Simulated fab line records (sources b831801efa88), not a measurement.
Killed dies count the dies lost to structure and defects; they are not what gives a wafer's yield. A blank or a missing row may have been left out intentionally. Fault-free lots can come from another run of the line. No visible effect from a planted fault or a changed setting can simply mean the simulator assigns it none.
Split-lot study + flow sfqLine + route with 325 steps; 5 lots, 23 wafers read

## ABOUT THE SPLIT
At SFQ_TRILAYER_R5_LITHO_COAT_141 (resist thk 62 nm), the setting spinRpm was moved away from the recipe's 3000 rpm on 8 of the 23 wafers read, by -5.3% to +4.7%. For the rest of the wafers, this setting stayed at what the recipe calls for.

Reading taken at the split's own step.

## THE READING
BARC_of_TRILAYER_R5_LITHO_COAT_141.thkNm (the simulator's own value, which no gauge read), in nm, at SFQ_TRILAYER_R5_LITHO_COAT_141 (resist thk 62 nm). The file does not state a usual value for it. Here, 15 wafers ran the recipe; their average is 61.95 nm with a standard deviation of 0.13 nm.

| wafer  | tool, chamber at the split | spinRpm as run, rpm | against the recipe | BARC_of_TRILAYER_R5_LITHO_COAT_141.thkNm, nm | against lot-mates on the recipe |
|--------|----------------------------|---------------------|--------------------|----------------------------------------------|---------------------------------|
| L076.1 | lithoTrack-02, 0           | 3000                | recipe             | 61.83                                        | -                               |
| L076.2 | lithoTrack-02, 0           | 3140                | +4.7%              | 60.49                                        | -1.37                           |
| L076.3 | lithoTrack-02, 0           | 3140                | +4.7%              | 60.61                                        | -1.25                           |
| L076.4 | lithoTrack-02, 0           | 3000                | recipe             | 61.9                                         | -                               |
| L076.6 | lithoTrack-02, 0           | 3140                | +4.7%              | 60.56                                        | -1.30                           |
| L078.1 | lithoTrack-01, 0           | 3000                | recipe             | 62.18                                        | -                               |
| L078.2 | lithoTrack-01, 0           | 3000                | recipe             | 62.24                                        | -                               |
| L078.4 | lithoTrack-01, 0           | 3000                | recipe             | 61.99                                        | -                               |
| L078.5 | lithoTrack-01, 0           | 3000                | recipe             | 62.11                                        | -                               |
| L078.6 | lithoTrack-01, 0           | 3000                | recipe             | 61.91                                        | -                               |
| L079.2 | lithoTrack-03, 0           | 3000                | recipe             | 61.81                                        | -                               |
| L079.3 | lithoTrack-03, 0           | 2842                | -5.3%              | 63.53                                        | +1.75                           |
| L079.4 | lithoTrack-03, 0           | 2842                | -5.3%              | 63.65                                        | +1.87                           |
| L079.5 | lithoTrack-03, 0           | 2842                | -5.3%              | 63.55                                        | +1.77                           |
| L079.6 | lithoTrack-03, 0           | 3000                | recipe             | 61.76                                        | -                               |
| L080.3 | lithoTrack-02, 0           | 3000                | recipe             | 61.96                                        | -                               |
| L080.5 | lithoTrack-02, 0           | 3000                | recipe             | 61.92                                        | -                               |
| L080.6 | lithoTrack-02, 0           | 3000                | recipe             | 61.93                                        | -                               |
| L084.1 | lithoTrack-01, 0           | 3000                | recipe             | 61.98                                        | -                               |
| L084.2 | lithoTrack-01, 0           | 3118                | +3.9%              | 60.75                                        | -1.13                           |
| L084.3 | lithoTrack-01, 0           | 3000                | recipe             | 61.82                                        | -                               |
| L084.5 | lithoTrack-01, 0           | 3000                | recipe             | 61.85                                        | -                               |
| L084.6 | lithoTrack-01, 0           | 3118                | +3.9%              | 60.78                                        | -1.10                           |

FIT RESULTS
A straight line over all 23 wafers: BARC_of_TRILAYER_R5_LITHO_COAT_141.thkNm changes by -0.304 nm for each +1% of spinRpm; r = -0.99; the points scatter about the line by 0.12 nm.
The same after taking each lot's own level away (the mean of its wafers on the recipe; 23 wafers): -0.311 nm for each +1%; r = -0.99; scatter 0.1 nm.
The reading moves by 1.6 nm for the largest change in spinRpm, on that fit.
The span of the lots' own levels, 61.785 to 62.086 nm, comes to 2.3 times the standard deviation stated above.
Hence the lot-to-lot level has little effect on the slope; both slopes agree.
Check: with one of the wafers moved furthest among these (-5.3%) left out of the fit, the line predicts +1.67 nm for it against its lot-mates. Against them it came out at +1.75 nm.

## OTHER SPLITS APPLIED TO THESE WAFERS
Other splits were also applied to these wafers ahead of the reading. Each is held against what the fit with the lots' levels taken away leaves over:
| other split on the same wafers             | wafers away from the commonest value | r with BARC_of_TRILAYER_R5_LITHO_COAT_141.thkNm (lot level and that fit taken away) |
|--------------------------------------------|--------------------------------------|-------------------------------------------------------------------------------------|
| SFQ_TRILAYER_JJ_CE_LITHO_EXPOSE_115 doseMj | 5                                    | -0.34                                                                               |
| SFQ_TRILAYER_M5_LITHO_COAT_128 spinRpm     | 6                                    | +0.07                                                                               |
| SFQ_TRILAYER_M5_ETCH_METAL_ETCH_126 timeS  | 6                                    | -0.01                                                                               |

## FILE'S OWN FIT
BARC_of_TRILAYER_R5_LITHO_COAT_141.thkNm changes by -0.307 nm for each +1% of spinRpm, r = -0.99.
